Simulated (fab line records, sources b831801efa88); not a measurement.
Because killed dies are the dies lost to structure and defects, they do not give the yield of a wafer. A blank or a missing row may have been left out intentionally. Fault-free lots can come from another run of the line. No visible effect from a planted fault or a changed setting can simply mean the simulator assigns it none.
fab line records	flow gf180mcu
record: lots: 13	wafers: 39	last_day: 34
route steps=602 shown STI@30 DNWELL@40 VT_IMPLANT@108 CONTACT@291
lots untouched by any fault: they come from a run of this same line in which no faults occurred
start_h: start of the lot's first displayed wafer, in hours after the record's first day	wait_h: hours since the lot's step before	" unchanged from the row above	L1.1+2: one row covering several wafers at once	- either no value or no given start	* or withheld: withheld	< > ~ a bound
route shown NAME@n: NAME is a module with steps in the file, n the number in the route of the first one	usual: mean/standard deviation taken from wafers without a fault	same: alike in all rows	chamber/n: place in a boat	sites: each site's reading	_std_site: the standard deviation of these	_edge_site: outer sites' mean less inner sites'	radius_mm: for every site, how far away it sits from the centre of the wafer	mask NAME#n: copy n	behind: tool/chamber where the wafer was last shaped	hold: the reason the lot was held/the length of the hold in hours/how it ended	device: names the non-switching transistor (n, p or np)	end of line: the tests these same wafers got at the end of their route	where a step has no rows: the recipe by itself	killed: count of dies lost to structure and defects at first sort (not the wafer's yield)	map: a wafer's dies, marking killed ones x, the rest . and places with no die _
set.NAME: the run value of the setting; set.NAME@STEP: its run value at that earlier step	model.NAME: the simulator's own value behind a step, which no gauge read
steps of the route over a sample of lots; a table a step, a row a wafer
services: a tool's chamber out of use, with start hour (start_h, from the record's first day; less than 0 if before it), hours out, and reason
== steps ==
step: GF_STI_OXIDATION_29
recipe: temp_c: 900	ambient: O2	stabilise_s: 600	purge_s: 300	target_thk_a: 100	ox_time_s: 1418
usual: tube_center_temp_C_max: 902.3/0.36
same: purge_s: 300
lot.wafer	tool	chamber	start_h	wait_h	tube_center_temp_C_max
L461.2	furnace-02	0	37.69	0.7	902.5
L461.3	"	0	"	"	902.2
L461.6	"	0	"	"	901.9
L463.1	furnace-02	0	44.55	0.5	901.8
L463.4	"	0	"	"	901.8
L463.6	"	0	"	"	902.0
L464.3	furnace-01	0	52.24	0.0	902.1
L464.4	"	0	"	"	901.7
L464.6	"	0	"	"	902.8
L466.3	furnace-01	0	59.10	0.2	901.9
L466.4	"	0	"	"	902.0
L466.6	"	0	"	"	902.2
L467.2	furnace-02	0	66.18	0.5	902.8
L467.5	"	0	"	"	902.8
L467.6	"	0	"	"	902.4
L468.1	furnace-01	0	69.65	0.0	901.8
L468.2	"	0	"	"	902.4
L468.5	"	0	"	"	901.3
L469.2	furnace-02	0	75.17	0.0	902.6
L469.3	"	0	"	"	902.7
L469.4	"	0	"	"	903.3
L470.1	furnace-01	0	82.09	0.4	902.0
L470.3	"	0	"	"	902.6
L470.5	"	0	"	"	901.8
L471.1	furnace-02	0	85.56	0.0	902.9
L471.2	"	0	"	"	902.3
L471.5	"	0	"	"	902.3
L473.1	furnace-01	0	95.29	0.0	902.3
L473.3	"	0	"	"	901.9
L473.5	"	0	"	"	902.8
L479.3	furnace-01	0	125.45	0.1	902.5
L479.4	"	0	"	"	902.1
L479.6	"	0	"	"	902.0
L482.4	furnace-01	0	142.93	0.4	901.9
L482.5	"	0	"	"	902.1
L482.6	"	0	"	"	902.3
L483.1	furnace-01	0	151.73	1.9	902.0
L483.3	"	0	"	"	902.3
L483.5	"	0	"	"	902.8
step: GF_STI_THK_MEAS_30
recipe: reads: SiO2_of_STI_OXIDATION_29
usual: STI_OXIDATION_02_THK: 9.98/0.19
lot.wafer	tool	chamber	start_h	wait_h	STI_OXIDATION_02_THK[nm]
L461.2	film_metro-04	-	39.09	0.0	9.78
L461.3	"	-	"	"	9.97
L461.6	"	-	"	"	9.58
L463.1	film_metro-04	-	45.94	0.0	10.12
L463.4	"	-	"	"	10.17
L463.6	"	-	"	"	10.11
L464.3	film_metro-02	-	53.66	0.0	10.12
L464.4	"	-	"	"	10.08
L464.6	"	-	"	"	10.09
L466.3	film_metro-03	-	60.51	0.0	10.26
L466.4	"	-	"	"	10.03
L466.6	"	-	"	"	10.15
L467.2	film_metro-04	-	67.58	0.0	10.23
L467.5	"	-	"	"	10.21
L467.6	"	-	"	"	10.15
L468.1	film_metro-04	-	71.04	0.0	9.99
L468.2	"	-	"	"	10.16
L468.5	"	-	"	"	10.15
L469.2	film_metro-03	-	76.57	0.0	15.65
L469.3	"	-	"	"	15.53
L469.4	"	-	"	"	15.43
L470.1	film_metro-02	-	83.48	0.0	10.33
L470.3	"	-	"	"	10.28
L470.5	"	-	"	"	10.11
L471.1	film_metro-02	-	86.95	0.0	15.66
L471.2	"	-	"	"	15.44
L471.5	"	-	"	"	15.52
L473.1	film_metro-04	-	96.69	0.0	9.67
L473.3	"	-	"	"	9.78
L473.5	"	-	"	"	9.81
L479.3	film_metro-04	-	126.87	0.0	9.79
L479.4	"	-	"	"	9.77
L479.6	"	-	"	"	9.83
L482.4	film_metro-02	-	144.35	0.0	10.22
L482.5	"	-	"	"	9.89
L482.6	"	-	"	"	10.00
L483.1	film_metro-02	-	153.12	0.0	9.85
L483.3	"	-	"	"	9.69
L483.5	"	-	"	"	9.76
step: GF_DNWELL_STRIP_08
recipe: chemistry: O2/N2	power_w: 1400	pressure_mtorr: 1500	platen_temp_c: 250	o2_flow_sccm: 3000	n2_flow_sccm: 300	overash_fraction: 0.5
usual: drypump_motor_current_A: 5.81/0.25	heater_power_w: 360/40	n2_flow_sccm: 300.0/0.91	oes_product_au: 0.722/0.0049	strip_time_to_endpoint_s: 36.96/0.084
lot.wafer	tool	chamber	start_h	wait_h	drypump_motor_current_A	heater_power_w	n2_flow_sccm	oes_product_au	rf_hours_counter_h	strip_time_to_endpoint_s
L461.2	plasma_asher-03	0	50.82	0.1	5.30	363	300.4	0.719	25	36.91
L461.3	"	1	"	"	6.08	335	300.7	0.716	-	36.88
L461.6	"	1	"	"	6.05	342	301.1	0.723	-	36.94
L463.1	plasma_asher-01	0	58.02	0.1	5.86	413	300.0	0.722	40	36.95
L463.4	"	1	"	"	5.55	376	300.1	0.713	-	36.89
L463.6	"	1	"	"	5.55	371	299.8	0.723	-	36.93
L464.3	plasma_asher-01	0	65.96	0.1	5.90	416	301.9	0.725	-	36.86
L464.4	"	1	"	"	5.56	377	300.3	0.716	-	36.91
L464.6	"	1	"	"	5.53	381	300.3	0.722	-	36.89
L466.3	plasma_asher-01	1	74.01	0.1	5.57	368	300.4	0.719	-	36.94
L466.4	"	0	"	"	5.88	418	300.0	0.714	-	37.10
L466.6	"	0	"	"	5.90	410	299.3	0.713	-	37.00
L467.2	plasma_asher-02	0	80.87	0.1	5.94	320	299.0	0.726	43	36.90
L467.5	"	0	"	"	5.93	318	299.5	0.723	-	36.90
L467.6	"	1	"	"	6.12	314	300.1	0.725	-	36.85
L468.1	plasma_asher-02	0	83.92	0.1	5.94	315	299.3	0.724	43	36.97
L468.2	"	1	"	"	6.12	312	299.4	0.720	43	36.86
L468.5	"	0	"	"	5.93	318	301.6	0.722	-	37.05
L469.2	plasma_asher-03	0	89.72	0.1	5.29	361	300.9	0.713	29	36.84
L469.3	"	0	"	"	5.28	360	301.9	0.718	-	36.83
L469.4	"	1	"	"	6.04	333	298.9	0.721	-	37.01
L470.1	plasma_asher-01	1	96.87	0.1	5.54	376	300.0	0.728	44	37.00
L470.3	"	0	"	"	5.82	423	298.5	0.719	-	36.76
L470.5	"	0	"	"	5.84	408	297.2	0.728	-	36.91
L471.1	plasma_asher-02	1	100.37	0.1	6.07	312	298.8	0.725	45	36.92
L471.2	"	0	"	"	5.93	311	299.5	0.719	45	36.82
L471.5	"	0	"	"	5.91	317	298.6	0.722	-	36.85
L473.1	plasma_asher-01	0	110.77	0.1	5.91	408	300.2	0.725	46	37.08
L473.3	"	0	"	"	5.89	406	300.1	0.730	-	36.89
L473.5	"	0	"	"	5.89	403	300.4	0.721	-	37.07
L479.3	plasma_asher-03	0	142.50	0.1	5.28	362	300.7	0.716	-	36.99
L479.4	"	1	"	"	6.07	333	299.4	0.727	-	36.82
L479.6	"	0	"	"	5.29	355	300.0	0.727	-	36.96
L482.4	plasma_asher-02	1	159.30	0.1	6.13	309	299.5	0.716	-	36.98
L482.5	"	1	"	"	6.14	316	299.7	0.724	-	36.92
L482.6	"	0	"	"	5.94	318	300.6	0.721	-	36.87
L483.1	plasma_asher-03	0	169.32	0.1	5.31	355	301.3	0.721	38	37.12
L483.3	"	1	"	"	6.08	328	302.4	0.719	-	36.82
L483.5	"	1	"	"	6.07	341	300.3	0.717	-	36.92
step: GF_VT_IMPLANT_OVL_MEAS_18
usual: VT_IMPLANT_01_OVL: -1.2/1.4
lot.wafer	tool	chamber	start_h	wait_h	VT_IMPLANT_01_OVL[nm]
L461.2	overlay-02	-	133.36	0.1	0.5
L461.3	"	-	"	"	0.2
L461.6	"	-	"	"	2.0
L463.1	overlay-02	-	141.90	0.1	-3.1
L463.4	"	-	"	"	-2.0
L463.6	"	-	"	"	-0.9
L464.3	overlay-01	-	151.66	0.1	-2.8
L464.4	"	-	"	"	-3.9
L464.6	"	-	"	"	-1.0
L466.3	overlay-02	-	162.48	0.1	-1.6
L466.4	"	-	"	"	-0.5
L466.6	"	-	"	"	0.7
L467.2	overlay-02	-	170.90	0.1	0.4
L467.5	"	-	"	"	-0.4
L467.6	"	-	"	"	1.8
L468.1	overlay-01	-	173.32	0.1	-0.8
L468.2	"	-	"	"	-1.8
L468.5	"	-	"	"	-1.1
L469.2	overlay-02	-	181.35	0.1	-2.1
L469.3	"	-	"	"	-4.3
L469.4	"	-	"	"	-1.2
L470.1	overlay-02	-	189.20	0.1	-3.1
L470.3	"	-	"	"	-1.1
L470.5	"	-	"	"	-1.7
L471.1	overlay-01	-	194.82	0.1	-0.4
L471.2	"	-	"	"	-2.0
L471.5	"	-	"	"	-2.4
L473.1	overlay-02	-	206.60	0.1	-2.0
L473.3	"	-	"	"	-2.8
L473.5	"	-	"	"	-3.5
L479.3	overlay-02	-	245.96	0.1	-1.0
L479.4	"	-	"	"	-1.5
L479.6	"	-	"	"	-1.9
L482.4	overlay-01	-	266.29	0.1	0.9
L482.5	"	-	"	"	0.7
L482.6	"	-	"	"	1.0
L483.1	overlay-01	-	276.89	0.1	0.0
L483.3	"	-	"	"	-3.9
L483.5	"	-	"	"	-1.4
step: GF_CONTACT_CMP_04
recipe: material: SiO2	down_force_psi: 4	platen_rpm: 60	pad_velocity_m_s: 0.94248
usual: motor_current_A: 12.1/0.93	time_to_endpoint_s: 107/5.6
lot.wafer	tool	chamber	start_h	wait_h	motor_current_A	time_to_endpoint_s
L461.3	cmp-01	0	345.05	0.0	11.9	111
L461.2	"	1	"	"	12.2	105
L461.6	"	0	"	"	11.9	115
L463.1	cmp-01	1	357.62	0.1	12.3	104
L463.4	"	3	"	"	11.2	110
L463.6	"	1	"	"	12.2	107
L464.4	cmp-02	3	369.46	0.1	12.7	117
L464.3	"	0	"	"	13.5	119
L464.6	"	1	"	"	10.1	119
L466.4	cmp-01	1	384.30	0.0	12.1	106
L466.3	"	0	"	"	12.7	112
L466.6	"	1	"	"	12.3	103
L467.2	cmp-01	1	402.74	0.0	12.5	100
L467.5	"	1	"	"	12.1	104
L467.6	"	2	"	"	12.6	103
L468.2	cmp-02	3	403.40	0.0	13.0	104
L468.1	"	1	"	"	9.9	104
L468.5	"	3	"	"	13.0	102
L469.4	cmp-02	0	416.33	0.0	12.7	113
L469.3	"	1	"	"	10.5	109
L469.2	"	2	"	"	12.2	106
L470.1	cmp-02	3	422.82	0.1	13.4	111
L470.3	"	0	"	"	13.4	105
L470.5	"	2	"	"	12.6	111
L471.2	cmp-01	2	438.66	0.1	11.0	95
L471.1	"	3	"	"	12.0	103
L471.5	"	1	"	"	11.6	108
L473.1	cmp-02	0	455.62	0.1	13.1	106
L473.3	"	2	"	"	12.6	97
L473.5	"	0	"	"	13.3	106
L479.3	cmp-02	0	513.05	0.1	13.0	105
L479.4	"	1	"	"	10.5	110
L479.6	"	2	"	"	12.4	121
L482.4	cmp-02	2	530.70	0.0	12.3	109
L482.6	"	2	"	"	12.4	117
L482.5	"	3	"	"	12.8	115
L483.3	cmp-01	1	540.52	0.0	12.0	97
L483.1	"	3	"	"	11.9	101
L483.5	"	1	"	"	12.2	100
== services ==
tool	chamber	start_h	hours	kind
cmp-02	-	16.59	6.6	pm
cmp-02	-	64.00	4.0	pm
cmp-01	-	93.70	3.5	repair
cmp-01	-	135.34	6.3	pm
furnace-01	-	144.32	4.3	pm
cmp-01	-	152.45	2.0	repair
cmp-02	-	156.58	1.8	repair
cmp-01	-	158.06	4.9	repair
cmp-02	-	160.77	1.5	repair
cmp-01	-	162.02	1.0	repair
cmp-02	-	213.65	2.2	repair
cmp-02	-	249.23	0.5	repair
cmp-02	-	252.05	3.2	repair
cmp-02	-	275.69	19.7	pm
cmp-02	-	304.61	1.5	repair
furnace-01	-	324.60	5.7	pm
furnace-01	-	330.27	3.8	pm
cmp-02	-	335.77	2.7	repair
cmp-02	-	357.60	1.9	repair
cmp-02	-	385.44	5.2	pm
furnace-01	-	397.33	8.3	pm
cmp-02	-	404.00	4.0	pm
furnace-01	-	426.51	2.9	pm
furnace-01	-	479.70	3.6	pm
== key ==
first_sign: step: GF_STI_THK_MEAS_30	reading: STI_OXIDATION_02_THK	direction: up	sigmas: 29	usual: 9.98	struck: 15.54
effect none on later readings
met_at GF_STI_OXIDATION_29
struck_lots L469,L471
tester_left_out L469,L471
not_acting_at GF_DNWELL_STRIP_08,GF_VT_IMPLANT_OVL_MEAS_18,GF_CONTACT_CMP_04
onset_between 66.18 75.17
fault: kind: process_parameter_drift	tool: furnace-02	chamber: -	onset_h: 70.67	steps: GF_STI_OXIDATION_29	channel: ox_time_s	offset: *	shape: step	end_h: 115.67	acts_in: *	stated: *
tester_left_out: of these lots the tester's yield and bins aren't shown, on N5 and GAA mostly nor the transistor test; their killed dies are dies lost to structure and defects alone, not to doping, threshold or leakage, so they don't give the yield
